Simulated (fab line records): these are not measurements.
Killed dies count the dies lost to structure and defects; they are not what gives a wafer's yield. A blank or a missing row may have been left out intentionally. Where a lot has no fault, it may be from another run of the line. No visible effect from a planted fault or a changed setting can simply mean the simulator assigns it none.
fab line records | flow sky130
[record] lots = 15 wafers = 45 lastDay = 50
route steps=708 shown VT_ADJUST_PCH@152 POLY_GATE@218 LDD_LDN@295
lots that met no fault: taken from a fault-free run of the same line
startH: hours from the record's first day to the start of the lot's first wafer shown | waitH: hours since the lot's step before | " repeats the value in the row above | L1.1+2: a row that stands for several wafers | - either no value or no given start | * or withheld: withheld | < > ~ a bound
route shown NAME@n: NAME is a module with steps in the file, n the number in the route of the first one | usual: the fault-free wafers' mean and standard deviation | same: alike in all rows | chamber/n: place in a boat | sites: each site's reading | _std_site: how widely they spread, as a standard deviation | _edge_site: inner sites' mean taken away from outer sites' mean | radiusMm: for every site, how far away it sits from the centre of the wafer | mask NAME#n: copy n | behind: the last tool/chamber to shape the wafer | hold: the reason the lot was held/the length of the hold in hours/how it ended | device: the transistor (n, p or np) that didn't switch | end of line: tests run on the same wafers once the route is complete | a step without rows: its recipe alone | killed: dies lost to structure and defects at the first sort, not the wafer's yield | map: per-die view of a wafer (x killed, . not killed, _ where there is no die)
set.NAME: the setting the step ran with; set.NAME@STEP: the setting that earlier step ran with | model.NAME: the simulator's own value behind a step, which no gauge read
one table for each step of the route and one row for each wafer, over a sample of lots
services: when a tool's chamber went out of use (startH, in hours from the record's first day, below 0 if earlier), for how many hours, and the reason
[[steps]]
[step SKY_VT_ADJUST_PCH_STRIP_09]
[recipe] chemistry = O2/N2 powerW = 1400 pressureMtorr = 1500 platenTempC = withheld o2FlowSccm = 3000 n2FlowSccm = 300 overashFraction = 0.5
[usual] drypumpMotorCurrentA = 5.8/0.43 oesProductAu = 0.723/0.0046 stripTimeToEndpointS = 36.96/0.088
// columns lot.wafer tool chamber startH waitH drypumpMotorCurrentA oesProductAu rfHoursCounterH stripTimeToEndpointS
L193.2 plasmaAsher-02 0 229.73 0.1 6.1 0.726 57 36.83
L193.4 " 0 " " 6.1 0.723 - 36.86
L193.6 " 1 " " 5.7 0.728 - 36.90
L194.2 plasmaAsher-04 1 233.91 0.1 6.1 0.720 40 36.96
L194.4 " 1 " " 6.1 0.733 - 37.09
L194.6 " 0 " " 6.2 0.723 - 37.10
L198.2 plasmaAsher-01 0 264.27 0.1 5.0 0.726 58 36.86
L198.3 " 0 " " 5.0 0.728 - 36.92
L198.6 " 1 " " 5.8 0.722 - 36.97
L199.1 plasmaAsher-01 1 269.48 0.1 5.9 0.725 59 36.95
L199.4 " 1 " " 5.9 0.721 - 37.06
L199.5 " 0 " " 5.1 0.725 - 36.91
L200.3 plasmaAsher-01 0 278.76 0.1 5.0 0.724 - 37.02
L200.5 " 1 " " 5.9 0.724 - 36.85
L200.6 " 0 " " 5.1 0.724 - 37.00
L205.1 plasmaAsher-04 0 315.63 0.1 6.2 0.723 48 36.97
L205.2 " 1 " " 6.1 0.723 48 37.08
L205.3 " 0 " " 6.2 0.713 - 37.05
L207.3 plasmaAsher-02 0 331.66 0.1 6.1 0.737 - 36.95
L207.4 " 1 " " 5.7 0.722 - 36.92
L207.6 " 0 " " 6.1 0.718 - 36.91
L209.2 plasmaAsher-04 1 352.03 0.1 6.1 0.718 51 36.77
L209.3 " 0 " " 6.2 0.724 - 36.87
L209.4 " 1 " " 6.1 0.717 - 36.84
L210.1 plasmaAsher-01 1 357.37 0.1 5.9 0.723 67 37.03
L210.2 " 0 " " 5.0 0.726 67 36.92
L210.6 " 1 " " 5.9 0.718 - 36.98
L211.1 plasmaAsher-04 0 364.71 0.1 6.2 0.726 53 36.97
L211.3 " 1 " " 6.1 0.719 - 37.14
L211.6 " 0 " " 6.2 0.721 - 37.12
L212.1 plasmaAsher-04 0 376.87 0.1 6.2 0.719 54 37.03
L212.2 " 1 " " 6.1 0.717 54 36.99
L212.4 " 0 " " 6.2 0.717 - 36.89
L213.2 plasmaAsher-04 0 383.61 0.1 6.2 0.726 55 36.92
L213.5 " 0 " " 6.3 0.725 - 36.82
L213.6 " 1 " " 6.1 0.726 - 36.89
L214.3 plasmaAsher-01 0 385.71 0.1 5.1 0.717 - 36.97
L214.4 " 1 " " 5.9 0.717 - 36.97
L214.5 " 0 " " 5.0 0.724 - 36.96
L215.1 plasmaAsher-01 1 396.21 0.1 5.9 0.726 69 37.03
L215.4 " 0 " " 5.0 0.721 - 36.95
L215.6 " 0 " " 5.0 0.730 - 37.00
L216.2 plasmaAsher-04 0 401.33 0.1 6.2 0.721 57 36.97
L216.5 " 1 " " 6.1 0.724 - 36.95
L216.6 " 0 " " 6.2 0.721 - 37.03
[step SKY_POLY_GATE_THK_MEAS_04]
[recipe] reads = Si3N4_of_POLY_GATE_CVD_03
[usual] POLY_GATE_CVD_03_THK = 75.1/0.8
// columns lot.wafer tool chamber startH waitH POLY_GATE_CVD_03_THK[nm]
L193.2 filmMetro-04 - 342.62 0.0 74.6
L193.4 " - " " 74.8
L193.6 " - " " 74.3
L194.2 filmMetro-02 - 348.92 0.0 74.5
L194.4 " - " " 74.6
L194.6 " - " " 74.6
L198.2 filmMetro-04 - 382.37 0.0 76.0
L198.3 " - " " 76.4
L198.6 " - " " 76.5
L199.1 filmMetro-02 - 387.76 0.0 74.2
L199.4 " - " " 74.0
L199.5 " - " " 74.0
L200.3 filmMetro-03 - 401.39 0.0 75.7
L200.5 " - " " 75.7
L200.6 " - " " 75.5
L205.1 filmMetro-02 - 443.89 0.0 74.8
L205.2 " - " " 74.2
L205.3 " - " " 73.5
L207.3 filmMetro-02 - 462.64 0.0 74.6
L207.4 " - " " 74.7
L207.6 " - " " 75.2
L209.2 filmMetro-02 - 485.67 0.0 75.6
L209.3 " - " " 75.3
L209.4 " - " " 75.4
L210.1 filmMetro-04 - 489.39 0.0 77.1
L210.2 " - " " 76.7
L210.6 " - " " 77.2
L211.1 filmMetro-04 - 498.04 0.0 75.6
L211.3 " - " " 76.1
L211.6 " - " " 75.3
L212.1 filmMetro-02 - 512.41 0.0 75.8
L212.2 " - " " 75.6
L212.4 " - " " 75.6
L213.2 filmMetro-03 - 515.96 0.0 74.8
L213.5 " - " " 74.8
L213.6 " - " " 74.1
L214.3 filmMetro-04 - 527.60 0.0 75.8
L214.4 " - " " 76.0
L214.5 " - " " 75.8
L215.1 filmMetro-04 - 536.62 0.0 75.0
L215.4 " - " " 75.0
L215.6 " - " " 75.5
L216.2 filmMetro-02 - 542.85 0.0 74.7
L216.5 " - " " 74.8
L216.6 " - " " 75.3
[step SKY_LDD_LDN_DEVELOP_06]
[recipe] resist = NOVOLAK developer = TMAH developTimeS = 60 devTempC = 23
[usual] chillPlateTempC = 23.01/0.12 developTimeS = 60/0
// columns lot.wafer tool chamber startH waitH chillPlateTempC developTimeS
L193.2 lithoTrack-02 0 524.65 0.1 23.12 60
L193.4 " 0 " " 22.97 60
L193.6 " 0 " " 23.00 60
L194.2 lithoTrack-02 0 534.40 0.1 23.31 60
L194.4 " 0 " " 23.16 60
L194.6 " 0 " " 22.85 60
L198.2 lithoTrack-02 - 565.95 0.1 - -
L198.3 " - " " - -
L198.6 " - " " - -
L199.1 lithoTrack-02 - 574.13 0.1 - -
L199.4 " - " " - -
L199.5 " - " " - -
L200.3 lithoTrack-04 - 587.84 0.1 - -
L200.5 " - " " - -
L200.6 " - " " - -
L205.1 lithoTrack-04 0 627.59 0.1 23.02 60
L205.2 " 0 " " 23.02 60
L205.3 " 0 " " 22.99 60
L207.3 lithoTrack-04 0 645.19 0.1 22.91 60
L207.4 " 0 " " 22.97 60
L207.6 " 0 " " 23.08 60
L209.2 lithoTrack-02 0 667.40 0.1 22.94 60
L209.3 " 0 " " 22.94 60
L209.4 " 0 " " 22.84 60
L210.1 lithoTrack-04 0 669.94 0.1 22.96 60
L210.2 " 0 " " 23.01 60
L210.6 " 0 " " 23.06 60
L211.1 lithoTrack-02 0 676.93 0.1 23.05 60
L211.3 " 0 " " 23.18 60
L211.6 " 0 " " 23.16 60
L212.1 lithoTrack-01 0 689.89 0.1 23.05 60
L212.2 " 0 " " 22.85 60
L212.4 " 0 " " 22.80 60
L213.2 lithoTrack-04 0 695.01 0.1 23.12 60
L213.5 " 0 " " 22.95 60
L213.6 " 0 " " 22.84 60
L214.3 lithoTrack-04 0 706.24 0.1 23.01 60
L214.4 " 0 " " 23.08 60
L214.5 " 0 " " 22.98 60
L215.1 lithoTrack-04 0 713.34 0.1 23.02 60
L215.4 " 0 " " 23.04 60
L215.6 " 0 " " 23.17 60
L216.2 lithoTrack-01 0 719.52 0.1 23.05 60
L216.5 " 0 " " 22.99 60
L216.6 " 0 " " 22.98 60
[step SKY_LDD_LDN_OVL_MEAS_07]
[usual] LDD_LDN_OVL = 0.2/1.7
// columns lot.wafer tool chamber startH waitH LDD_LDN_OVL[nm]
L193.2 overlay-01 - 524.78 0.1 2.5
L193.4 " - " " -0.5
L193.6 " - " " 0.0
L194.2 overlay-02 - 534.53 0.1 -1.6
L194.4 " - " " 0.2
L194.6 " - " " -1.1
L198.2 overlay-02 - 566.08 0.1 -
L198.3 " - " " -
L198.6 " - " " -
L199.1 overlay-01 - 574.28 0.1 -
L199.4 " - " " -
L199.5 " - " " -
L200.3 overlay-01 - 587.95 0.1 -
L200.5 " - " " -
L200.6 " - " " -
L205.1 overlay-02 - 627.74 0.1 -1.8
L205.2 " - " " -2.4
L205.3 " - " " -1.7
L207.3 overlay-01 - 645.30 0.1 0.5
L207.4 " - " " 0.1
L207.6 " - " " 0.8
L209.2 overlay-01 - 667.53 0.1 1.7
L209.3 " - " " 1.9
L209.4 " - " " 0.9
L210.1 overlay-02 - 670.09 0.1 -0.7
L210.2 " - " " 1.5
L210.6 " - " " -1.5
L211.1 overlay-02 - 677.08 0.1 1.9
L211.3 " - " " -0.8
L211.6 " - " " 1.1
L212.1 overlay-02 - 690.04 0.1 0.2
L212.2 " - " " 1.3
L212.4 " - " " -0.5
L213.2 overlay-02 - 695.14 0.1 -0.3
L213.5 " - " " -1.2
L213.6 " - " " 0.1
L214.3 overlay-01 - 706.35 0.1 3.4
L214.4 " - " " 2.4
L214.5 " - " " 3.1
L215.1 overlay-02 - 713.49 0.1 -0.6
L215.4 " - " " -0.6
L215.6 " - " " 0.2
L216.2 overlay-02 - 719.65 0.1 0.7
L216.5 " - " " -1.6
L216.6 " - " " -0.8
[[services]]
// columns tool chamber startH hours kind
lithoTrack-02 - 341.28 - consumableReplace:filter
lithoTrack-04 - 346.55 - consumableReplace:filter
plasmaAsher-01 - 360.48 13.5 repair
plasmaAsher-01 - 383.41 2.2 repair
plasmaAsher-04 - 407.02 2.8 pm
plasmaAsher-02 - 415.73 0.4 repair
plasmaAsher-01 - 421.25 9.0 pm
plasmaAsher-01 0 421.25 9.0 ventCycle
plasmaAsher-01 1 421.25 9.0 ventCycle
plasmaAsher-01 0 430.25 - clean
plasmaAsher-01 1 430.25 - clean
plasmaAsher-04 - 446.33 1.2 repair
plasmaAsher-01 - 473.14 2.8 pm
plasmaAsher-04 - 491.16 0.8 repair
plasmaAsher-04 - 524.79 1.2 repair
plasmaAsher-04 - 568.65 16.2 repair
plasmaAsher-01 - 639.18 3.4 repair
plasmaAsher-02 - 653.38 2.1 repair
lithoTrack-04 - 687.68 - consumableReplace:filter
[[key]]
[firstSign] step = SKY_LDD_LDN_DEVELOP_06 reading = toolRecord direction = missing
effect none on later readings
metAt SKY_LDD_LDN_DEVELOP_06
struckLots L198,L199,L200
sortLeftOut L198.2,L198.3,L198.6,L199.1,L199.4,L199.5,L200.3,L200.5,L200.6
testerLeftOut L198,L199,L200
notActingAt SKY_VT_ADJUST_PCH_STRIP_09,SKY_POLY_GATE_THK_MEAS_04,SKY_LDD_LDN_OVL_MEAS_07
onsetBetween 534.40 565.95
[fault] kind = skippedStepWhole tool = lithoTrack-02,lithoTrack-04 chamber = - onsetH = 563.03 steps = SKY_LDD_LDN_DEVELOP_06 scope = struckLotsOnly
// testerLeftOut: of these lots the tester's yield and bins aren't shown, on N5 and GAA mostly nor the transistor test; their killed dies are dies lost to structure and defects alone, not to doping, threshold or leakage, so they don't give the yield
// sortLeftOut: the simulated sort isn't trusted on such a fault, so these wafers' sort isn't shown, and their yield isn't known
